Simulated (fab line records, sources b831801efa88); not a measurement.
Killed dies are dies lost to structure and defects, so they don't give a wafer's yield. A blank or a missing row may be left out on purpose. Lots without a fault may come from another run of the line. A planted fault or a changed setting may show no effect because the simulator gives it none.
Which tool did it? | flow gf180mcu | 11 lots, 33 wafers sampled, at 5 steps of a route of 602

WHAT THE GAUGES READ, wafer by wafer
GF_HV_LDD_CD_MEAS_07: target cd 400 nm. Usual: cd_nm 400.4 nm, standard deviation 2.3.
lot  | measured     | on        | cd_nm (nm)        | flag
L995 | day 10 13:53 | cd_sem-01 | 401.0 401.7 401.0 |
L996 | day 10 20:40 | cd_sem-02 | 404.2 403.3 402.1 |
L998 | day 11 13:44 | cd_sem-02 | 403.0 399.4 403.7 |
L101 | day 12 11:00 | cd_sem-02 | - - -             | OFF
L102 | day 12 20:37 | cd_sem-01 | - - -             | OFF
L108 | day 14 16:13 | cd_sem-02 | 401.1 400.5 400.7 |
L109 | day 14 22:34 | cd_sem-02 | 399.3 400.7 400.4 |
L110 | day 15 02:43 | cd_sem-02 | 399.1 398.1 397.4 |
L113 | day 16 02:39 | cd_sem-01 | 399.4 399.2 399.5 |
L115 | day 16 22:07 | cd_sem-02 | 398.9 401.3 402.2 |
L116 | day 17 06:00 | cd_sem-01 | 405.9 404.4 403.9 |

GF_HV_LDD_TW_MEAS_23. Usual: HV_LDD_2_TW 1065, standard deviation 13.
lot  | measured     | on            | HV_LDD_2_TW    | flag
L995 | day 11 08:56 | film_metro-02 | 1083 1085 1082 |
L996 | day 11 15:44 | film_metro-04 | 1068 1066 1058 |
L998 | day 12 08:35 | film_metro-02 | 1078 1081 1076 |
L101 | day 13 07:26 | film_metro-02 | 2510 2511 2514 | OFF
L102 | day 13 17:00 | film_metro-02 | 2520 2519 2502 | OFF
L108 | day 15 13:33 | film_metro-02 | 1080 1069 1075 |
L109 | day 15 20:20 | film_metro-02 | 1080 1070 1075 |
L110 | day 16 00:53 | film_metro-04 | 1058 1059 1057 |
L113 | day 17 02:07 | film_metro-04 | 1062 1063 1060 |
L115 | day 17 21:54 | film_metro-02 | 1083 1072 1080 |
L116 | day 18 06:29 | film_metro-03 | 1046 1055 1055 |

GF_HV_LDD_TW_MEAS_38. Usual: HV_LDD_3_TW 1440, standard deviation 17.
lot  | measured     | on            | HV_LDD_3_TW    | flag
L995 | day 12 04:50 | film_metro-03 | 1429 1433 1428 |
L996 | day 12 11:16 | film_metro-03 | 1428 1434 1431 |
L998 | day 13 05:13 | film_metro-04 | 1431 1427 1425 |
L101 | day 14 04:23 | film_metro-03 | 2538 2527 2530 | OFF
L102 | day 14 14:33 | film_metro-03 | 2538 2532 2525 | OFF
L108 | day 16 12:54 | film_metro-04 | 1444 1440 1452 |
L109 | day 16 19:38 | film_metro-04 | 1435 1428 1437 |
L110 | day 17 00:14 | film_metro-02 | 1456 1465 1470 |
L113 | day 18 01:41 | film_metro-02 | 1461 1467 1465 |
L115 | day 18 22:36 | film_metro-04 | 1438 1443 1442 |
L116 | day 19 07:14 | film_metro-02 | 1465 1469 1467 |

WHICH TOOL RAN EACH LOT (tool, then ch and the chambers of the sampled wafers, then the start)
lot  | GF_POLY_GATE_ETCH_13             | GF_HV_LDD_COAT_02
L995 | rie_si-02 ch 0,2,3, day 9 18:32  | litho_track-03 ch 0, day 10 04:55
L996 | rie_si-01 ch 1,3, day 10 01:29   | litho_track-03 ch 0, day 10 11:10
L998 | rie_si-02 ch 0,1,3, day 10 16:46 | litho_track-03 ch 0, day 11 04:22
L101 | rie_si-01 ch 0,1,3, day 11 14:32 | litho_track-03, day 12 01:25
L102 | rie_si-01 ch 0,1,3, day 11 21:21 | litho_track-04, day 12 10:32
L108 | rie_si-02 ch 1,3, day 13 18:13   | litho_track-03 ch 0, day 14 05:31
L109 | rie_si-02 ch 0,1,3, day 13 23:53 | litho_track-03 ch 0, day 14 11:31
L110 | rie_si-02 ch 0,1, day 14 04:34   | litho_track-02 ch 0, day 14 16:36
L113 | rie_si-01 ch 0,1,3, day 15 02:47 | litho_track-04 ch 0, day 15 15:19
L115 | rie_si-01 ch 0,1, day 15 22:20   | litho_track-02 ch 0, day 16 11:06
L116 | rie_si-01 ch 0,1, day 16 05:14   | litho_track-03 ch 0, day 16 18:52
- GF_POLY_GATE_ETCH_13: etches poly-Si in HBr/Cl2, stops on SiO2, target depth 198.5 nm, time 69.6 s.
- GF_HV_LDD_COAT_02: resist thk 1000 nm.

WHAT THE TOOLS THEMSELVES READ (means of the sampled wafers that have a number; where no wafer has one, the mark that the record gives instead)
GF_POLY_GATE_ETCH_13. Usual: drypump_motor_current_A 5.5 A, standard deviation 0.41; oes_product_au 0.988 a.u., standard deviation 0.01; throttle_valve_pct 33.685 %, standard deviation 0.0086.
lot  | tool      | drypump_motor_current_A (A) | oes_product_au (a.u.) | throttle_valve_pct (%) | flag
L995 | rie_si-02 | 5.7                         | 0.992                 | 33.690                 |
L996 | rie_si-01 | 5.6                         | 0.993                 | 33.688                 |
L998 | rie_si-02 | 5.6                         | 0.993                 | 33.685                 |
L101 | rie_si-01 | 5.2                         | 0.986                 | 33.684                 |
L102 | rie_si-01 | 5.3                         | 0.990                 | 33.680                 |
L108 | rie_si-02 | 5.4                         | 0.987                 | 33.684                 |
L109 | rie_si-02 | 5.6                         | 0.989                 | 33.685                 |
L110 | rie_si-02 | 5.7                         | 0.989                 | 33.686                 |
L113 | rie_si-01 | 5.2                         | 0.989                 | 33.686                 |
L115 | rie_si-01 | 4.9                         | 0.996                 | 33.694                 |
L116 | rie_si-01 | 4.9                         | 0.999                 | 33.691                 |

GF_HV_LDD_COAT_02. Usual: chill_plate_temp_C 22.98 C, standard deviation 0.11; dispense_pressure_kPa 51 kPa, standard deviation 4.9.
lot  | tool           | chill_plate_temp_C (C) | dispense_pressure_kPa (kPa) | flag
L995 | litho_track-03 | 22.98                  | 48                          |
L996 | litho_track-03 | 23.18                  | 48                          |
L998 | litho_track-03 | 22.96                  | 48                          |
L101 | litho_track-03 | -                      | -                           | OFF
L102 | litho_track-04 | -                      | -                           | OFF
L108 | litho_track-03 | 23.05                  | 48                          |
L109 | litho_track-03 | 23.01                  | 48                          |
L110 | litho_track-02 | 22.91                  | 59                          |
L113 | litho_track-04 | 22.94                  | 48                          |
L115 | litho_track-02 | 23.02                  | 59                          |
L116 | litho_track-03 | 23.03                  | 48                          |

THE ANSWER, worked out from the rows above alone
Rule: a lot is off if the mean of its wafers that have a number lies more than 3 standard deviations from the usual mean. A lot without any number at a reading at which 4 lots or more have one is off too. The other lots that the step has rows for count as sound. The gauges are gone through in route order, then the tools' own readings, and for those a lot's mean is taken as printed above. The first step at which some lot is off is used, and at that step the reading that is off furthest; a lot without a number counts as furthest.
Off: L101, L102, at GF_HV_LDD_CD_MEAS_07 (cd_nm). Without a number there: L101, L102.
A tool fits if, at a process step before that reading, it ran every lot that is off, and no sound lot after the first of them. The gauges at GF_HV_LDD_CD_MEAS_07 aren't tried: what is off there is off at GF_HV_LDD_TW_MEAS_23 too, on other tools, and a gauge's error can't cause that. None of those tried fits.

WHAT THE SIMULATOR HAD PUT IN
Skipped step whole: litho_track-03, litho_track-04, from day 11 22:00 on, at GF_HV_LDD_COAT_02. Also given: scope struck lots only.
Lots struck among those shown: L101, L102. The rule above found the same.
